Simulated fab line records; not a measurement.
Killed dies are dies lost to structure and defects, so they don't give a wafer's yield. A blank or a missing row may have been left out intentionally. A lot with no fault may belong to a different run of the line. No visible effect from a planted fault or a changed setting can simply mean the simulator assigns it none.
What tool caused it? ; flow sky130 ; 18 wafers from 6 lots sampled at 3 of the route's 708 steps

## WHAT THE GAUGES READ, wafer by wafer
SKY_LDD_HVN_TW_MEAS_10.
lot;measured;on;LDD_HVN_TW
L770;day 21 05:11;film-metro-03;1450 1445 1447
L773;day 23 00:55;film-metro-01;1434 1433 1426
L777;day 23 18:31;film-metro-01;1432 1424 1433
L780;day 24 13:57;film-metro-01;1434 1428 1443
L785;day 26 05:28;film-metro-01;2925 2939 2926
L790;day 28 05:45;film-metro-02;1437 1442 1443

## WHAT TOOL EACH LOT RAN ON (gives the tool, then ch and the chambers of the sampled wafers, and finally the start)
lot;SKY_POLY_GATE_STRIP_18;SKY_LDD_HVN_IMPLANT_08
L770;plasma-asher-03 ch 0,1, day 17 04:14;implanter-03 ch 0, day 21 04:56
L773;plasma-asher-02 ch 1, day 19 01:30;implanter-01 ch 0, day 23 00:40
L777;plasma-asher-03 ch 0,1, day 19 19:18;implanter-03 ch 0, day 23 18:16
L780;plasma-asher-02 ch 0,1, day 20 15:24;implanter-04 ch 0, day 24 13:43
L785;plasma-asher-03 ch 0,1, day 22 09:10;implanter-04 ch 0, day 26 05:14
L790;plasma-asher-04 ch 0,1, day 24 11:26;implanter-01 ch 0, day 28 05:31
- SKY_POLY_GATE_STRIP_18: strips in O2/N2.
- SKY_LDD_HVN_IMPLANT_08

## THE ANSWER, worked out from the rows above alone
Rule: the usual values come from the lots themselves. The widest of any qualifying gaps counts: lots, ordered by their means at a reading, are off when they make up no more than a third of the lots, leave a main group of 4 or more, and stand apart from it by 3 or more times the standard deviation of that group's means. If all means in a main group match to the digits the tables above print for the reading, that group is not used. A lot without any number at a reading at which 4 lots or more have one is off too. All remaining lots with rows at the step are treated as sound.
Off: L785, at SKY_LDD_HVN_TW_MEAS_10 (LDD_HVN_TW). Main group: mean 1437, sd 6.5.
If a tool, at a process step before that reading, ran all the lots that are off and no sound lot after the first of them, it fits. The gauges at SKY_LDD_HVN_TW_MEAS_10 are tried like those tools. Can't be told from this: 3 tools fit, plasma-asher-03 at SKY_POLY_GATE_STRIP_18, implanter-04 at SKY_LDD_HVN_IMPLANT_08, film-metro-01 at SKY_LDD_HVN_TW_MEAS_10.

## WHAT THE SIMULATOR PUT IN
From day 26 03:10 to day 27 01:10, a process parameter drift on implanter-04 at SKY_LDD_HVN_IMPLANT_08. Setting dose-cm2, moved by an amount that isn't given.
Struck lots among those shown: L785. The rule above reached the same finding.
